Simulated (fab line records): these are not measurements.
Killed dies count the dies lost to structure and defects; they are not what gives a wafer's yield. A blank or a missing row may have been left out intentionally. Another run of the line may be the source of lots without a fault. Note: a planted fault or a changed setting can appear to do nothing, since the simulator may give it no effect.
Comparing a struck lot with a sound one    flow sfq-line    14 out of 325 route steps
Sound: these wafers, L369.3, L369.4, L369.5. Struck: wafer L382.2. (L382.3, L382.4 of the same lot were not struck and are left out.) The cause comes at the end.
Order at every step that has rows: each side's tool, ch and its chambers, its first start. Under that, the readings that differ: sound wafers    struck wafers    difference of the means    sigmas: that difference in standard deviations of wafers without a fault.
alike: a reading whose means differ by less than 2 such deviations, as well as words and numbers matching on both sides. not compared: withheld readings; readings where some wafer has no value; bounds like >300 that might hide an equal value; numbers whose values overlap and for which the record gives no deviation.
The two part at a step that has a row with sigmas, a row that says differs or no value, or rows on one side only. Non-overlapping numbers with no deviation appear without sigmas and do not part them. A reading that every wafer of one side lacks parts them only if that side has two wafers or more.

SFQ_TRILAYER_I7_VIA_ETCH_VIA_ETCH_190: etches SiO2 in CHF3, stops on Nb, target depth 260 nm.
  sound on rie-diel-02 ch 1,3, day 74 00:12; struck on rie-diel-03 ch 3, day 81 01:11
  alike: bias-w, drypump-motor-current-A, oes-product-au
SFQ_TRILAYER_I7_VIA_STRIP_STRIP_191: strips in O2.
  sound on rie-metal-04 ch 0,1, day 74 00:31; struck on rie-metal-03 ch 0, day 81 01:18
reading                 sound  struck  difference                    sigmas
rf-hours-counter-h (h)  - - -  116     no value on the sound wafers  
  alike: drypump-motor-current-A, oes-product-au
then, 8 steps without rows for these wafers: SFQ_TRILAYER_I7_VIA_STRIP_SOLV_CLEAN_192 (cleans in NMP, time 600 s); SFQ_TRILAYER_M8_LITHO_LOR_COAT_197; SFQ_TRILAYER_M8_LITHO_LOR_BAKE_198; SFQ_TRILAYER_M8_LITHO_COAT_193 (resist thk 600 nm); SFQ_TRILAYER_M8_LITHO_SOFTBAKE_199; SFQ_TRILAYER_M8_LITHO_EXPOSE_194 (exposes mask M8, target cd 2000 nm); SFQ_TRILAYER_M8_LITHO_PEB_196 (peb time 60 s); SFQ_TRILAYER_M8_LITHO_DEVELOP_195 (img clear 15 s, time 55 s).
SFQ_M8_OVL_MEAS_948:
  struck on overlay-01, day 81 13:02; sound on overlay-01, day 77 20:11
  alike: M8_OVL
then, 1 step without rows for these wafers: SFQ_TRILAYER_M8_DEP_EVAP_197 (material Ti, target thk 20 nm, time 100 s).
SFQ_TRILAYER_M8_DEP_EVAP_198: material Pt, target thk 50 nm, time 250 s.
  struck on pvd-sputter-02, day 81 13:08; sound on pvd-sputter-01, day 77 20:17
reading                                           sound              struck  difference  sigmas
model.Pt_of_TRILAYER_M8_DEP_EVAP_198.thk-nm (nm)  50.07 49.87 49.85  44.71   -5.22       
then, 1 step without rows for these wafers: SFQ_TRILAYER_M8_DEP_EVAP_196 (material Au, target thk 180 nm, time 900 s).

== WHERE THEY PART ==
At SFQ_TRILAYER_I7_VIA_STRIP_STRIP_191 and nowhere else, as far as this record goes. Later steps at which nothing parts them and some readings are alike: SFQ_M8_OVL_MEAS_948.

WHY: whatever the simulator had introduced
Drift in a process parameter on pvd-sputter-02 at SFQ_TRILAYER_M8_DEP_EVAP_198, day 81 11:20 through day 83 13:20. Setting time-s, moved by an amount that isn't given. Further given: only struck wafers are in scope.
